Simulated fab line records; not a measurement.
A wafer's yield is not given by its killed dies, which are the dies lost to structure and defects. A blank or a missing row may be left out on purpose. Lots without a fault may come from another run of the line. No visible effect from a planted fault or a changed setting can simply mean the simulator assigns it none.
Split-lot trial / flow sky130 / route with 708 steps; 5 lots, 23 wafers read

THE SPLIT
At SKY_VT_ADJUST_NCORE_COAT_02 (resist thk 1140 nm), the setting resistThkNm was moved away from the recipe's 1140 nm on 9 of the 23 wafers read, by -4.7% to +3.0%. All remaining wafers had this setting at the recipe value.

Reading taken at the split's own step.

THE READING
NOVOLAK_of_VT_ADJUST_NCORE_COAT_02.thkNm (the simulator's own value, which no gauge read), in nm, at SKY_VT_ADJUST_NCORE_COAT_02 (resist thk 1140 nm). No usual value for it is given in the file. Average 1141 nm, standard deviation 2.5 nm, over the 14 wafers here run with the recipe.

wafer=L074.1; tool, chamber at the split=lithoTrack-02, 0; resistThkNm as run, nm=1174; against the recipe=+3.0%; NOVOLAK_of_VT_ADJUST_NCORE_COAT_02.thkNm, nm=1176; against lot-mates on the recipe=+34
wafer=L074.2; tool, chamber at the split=lithoTrack-02, 0; resistThkNm as run, nm=1174; against the recipe=+3.0%; NOVOLAK_of_VT_ADJUST_NCORE_COAT_02.thkNm, nm=1177; against lot-mates on the recipe=+35
wafer=L074.3; tool, chamber at the split=lithoTrack-02, 0; resistThkNm as run, nm=1140; against the recipe=recipe; NOVOLAK_of_VT_ADJUST_NCORE_COAT_02.thkNm, nm=1143; against lot-mates on the recipe=-
wafer=L074.5; tool, chamber at the split=lithoTrack-02, 0; resistThkNm as run, nm=1174; against the recipe=+3.0%; NOVOLAK_of_VT_ADJUST_NCORE_COAT_02.thkNm, nm=1171; against lot-mates on the recipe=+29
wafer=L074.6; tool, chamber at the split=lithoTrack-02, 0; resistThkNm as run, nm=1140; against the recipe=recipe; NOVOLAK_of_VT_ADJUST_NCORE_COAT_02.thkNm, nm=1141; against lot-mates on the recipe=-
wafer=L075.1; tool, chamber at the split=lithoTrack-04, 0; resistThkNm as run, nm=1140; against the recipe=recipe; NOVOLAK_of_VT_ADJUST_NCORE_COAT_02.thkNm, nm=1141; against lot-mates on the recipe=-
wafer=L075.3; tool, chamber at the split=lithoTrack-04, 0; resistThkNm as run, nm=1140; against the recipe=recipe; NOVOLAK_of_VT_ADJUST_NCORE_COAT_02.thkNm, nm=1143; against lot-mates on the recipe=-
wafer=L075.4; tool, chamber at the split=lithoTrack-04, 0; resistThkNm as run, nm=1086; against the recipe=-4.7%; NOVOLAK_of_VT_ADJUST_NCORE_COAT_02.thkNm, nm=1086; against lot-mates on the recipe=-57
wafer=L075.5; tool, chamber at the split=lithoTrack-04, 0; resistThkNm as run, nm=1086; against the recipe=-4.7%; NOVOLAK_of_VT_ADJUST_NCORE_COAT_02.thkNm, nm=1086; against lot-mates on the recipe=-57
wafer=L075.6; tool, chamber at the split=lithoTrack-04, 0; resistThkNm as run, nm=1140; against the recipe=recipe; NOVOLAK_of_VT_ADJUST_NCORE_COAT_02.thkNm, nm=1144; against lot-mates on the recipe=-
wafer=L077.1; tool, chamber at the split=lithoTrack-04, 0; resistThkNm as run, nm=1104; against the recipe=-3.2%; NOVOLAK_of_VT_ADJUST_NCORE_COAT_02.thkNm, nm=1104; against lot-mates on the recipe=-35
wafer=L077.2; tool, chamber at the split=lithoTrack-04, 0; resistThkNm as run, nm=1140; against the recipe=recipe; NOVOLAK_of_VT_ADJUST_NCORE_COAT_02.thkNm, nm=1141; against lot-mates on the recipe=-
wafer=L077.4; tool, chamber at the split=lithoTrack-04, 0; resistThkNm as run, nm=1140; against the recipe=recipe; NOVOLAK_of_VT_ADJUST_NCORE_COAT_02.thkNm, nm=1139; against lot-mates on the recipe=-
wafer=L077.5; tool, chamber at the split=lithoTrack-04, 0; resistThkNm as run, nm=1140; against the recipe=recipe; NOVOLAK_of_VT_ADJUST_NCORE_COAT_02.thkNm, nm=1138; against lot-mates on the recipe=-
wafer=L077.6; tool, chamber at the split=lithoTrack-04, 0; resistThkNm as run, nm=1104; against the recipe=-3.2%; NOVOLAK_of_VT_ADJUST_NCORE_COAT_02.thkNm, nm=1101; against lot-mates on the recipe=-38
wafer=L081.1; tool, chamber at the split=lithoTrack-02, 0; resistThkNm as run, nm=1140; against the recipe=recipe; NOVOLAK_of_VT_ADJUST_NCORE_COAT_02.thkNm, nm=1138; against lot-mates on the recipe=-
wafer=L081.3; tool, chamber at the split=lithoTrack-02, 0; resistThkNm as run, nm=1140; against the recipe=recipe; NOVOLAK_of_VT_ADJUST_NCORE_COAT_02.thkNm, nm=1137; against lot-mates on the recipe=-
wafer=L081.4; tool, chamber at the split=lithoTrack-02, 0; resistThkNm as run, nm=1140; against the recipe=recipe; NOVOLAK_of_VT_ADJUST_NCORE_COAT_02.thkNm, nm=1139; against lot-mates on the recipe=-
wafer=L085.1; tool, chamber at the split=lithoTrack-04, 0; resistThkNm as run, nm=1140; against the recipe=recipe; NOVOLAK_of_VT_ADJUST_NCORE_COAT_02.thkNm, nm=1146; against lot-mates on the recipe=-
wafer=L085.2; tool, chamber at the split=lithoTrack-04, 0; resistThkNm as run, nm=1140; against the recipe=recipe; NOVOLAK_of_VT_ADJUST_NCORE_COAT_02.thkNm, nm=1143; against lot-mates on the recipe=-
wafer=L085.3; tool, chamber at the split=lithoTrack-04, 0; resistThkNm as run, nm=1102; against the recipe=-3.3%; NOVOLAK_of_VT_ADJUST_NCORE_COAT_02.thkNm, nm=1104; against lot-mates on the recipe=-39
wafer=L085.4; tool, chamber at the split=lithoTrack-04, 0; resistThkNm as run, nm=1140; against the recipe=recipe; NOVOLAK_of_VT_ADJUST_NCORE_COAT_02.thkNm, nm=1141; against lot-mates on the recipe=-
wafer=L085.5; tool, chamber at the split=lithoTrack-04, 0; resistThkNm as run, nm=1102; against the recipe=-3.3%; NOVOLAK_of_VT_ADJUST_NCORE_COAT_02.thkNm, nm=1106; against lot-mates on the recipe=-37

FIT RESULTS
A straight line over all 23 wafers: NOVOLAK_of_VT_ADJUST_NCORE_COAT_02.thkNm changes by +11.5 nm for each +1% of resistThkNm; r = +1.00; the points scatter about the line by 2.6 nm.
The same after taking each lot's own level away (the mean of its wafers on the recipe; 23 wafers): +11.5 nm for each +1%; r = +1.00; scatter 1.8 nm.
The reading moves by 55 nm for the largest change in resistThkNm, on that fit.
From 1138.0 to 1143.3 nm: that is the span of the lots' own levels, equal to 2.1 times the standard deviation above.
The two slopes agree, so the slope changes little with the lot-to-lot level.
Check: with one of the wafers moved furthest among these (-4.7%) left out of the fit, the line predicts -54.6 nm for it against its lot-mates. Against them it came out at -56.7 nm.

ADDITIONAL SPLITS CARRIED BY THESE WAFERS
Before the reading, these wafers also passed through other splits. Each is held against what the fit with the lots' levels taken away leaves over:
other split on the same wafers=SKY_FIELD_ISO_DEVELOP_12 devTempC; wafers away from the commonest value=7; r with NOVOLAK_of_VT_ADJUST_NCORE_COAT_02.thkNm (lot level and that fit taken away)=-0.14
other split on the same wafers=SKY_FIELD_ISO_OXIDATION_22 oxTimeS; wafers away from the commonest value=15; r with NOVOLAK_of_VT_ADJUST_NCORE_COAT_02.thkNm (lot level and that fit taken away)=-0.01
other split on the same wafers=SKY_DNWELL_SOFTBAKE_03 tempC; wafers away from the commonest value=6; r with NOVOLAK_of_VT_ADJUST_NCORE_COAT_02.thkNm (lot level and that fit taken away)=-0.17
other split on the same wafers=SKY_NWELL_COAT_05 resistThkNm; wafers away from the commonest value=7; r with NOVOLAK_of_VT_ADJUST_NCORE_COAT_02.thkNm (lot level and that fit taken away)=+0.21
other split on the same wafers=SKY_NWELL_IMPLANT_11 doseCm2; wafers away from the commonest value=5; r with NOVOLAK_of_VT_ADJUST_NCORE_COAT_02.thkNm (lot level and that fit taken away)=+0.14
other split on the same wafers=SKY_NWELL_IMPLANT_24 energyKev; wafers away from the commonest value=8; r with NOVOLAK_of_VT_ADJUST_NCORE_COAT_02.thkNm (lot level and that fit taken away)=-0.26
other split on the same wafers=SKY_VT_ADJUST_HVTP_COAT_02 spinRpm; wafers away from the commonest value=4; r with NOVOLAK_of_VT_ADJUST_NCORE_COAT_02.thkNm (lot level and that fit taken away)=-0.29
other split on the same wafers=SKY_VT_ADJUST_HVTP_DEVELOP_06 developTimeS; wafers away from the commonest value=8; r with NOVOLAK_of_VT_ADJUST_NCORE_COAT_02.thkNm (lot level and that fit taken away)=+0.21

THE FILE'S OWN FIT
NOVOLAK_of_VT_ADJUST_NCORE_COAT_02.thkNm changes by +11.7 nm for each +1% of resistThkNm, r = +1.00.
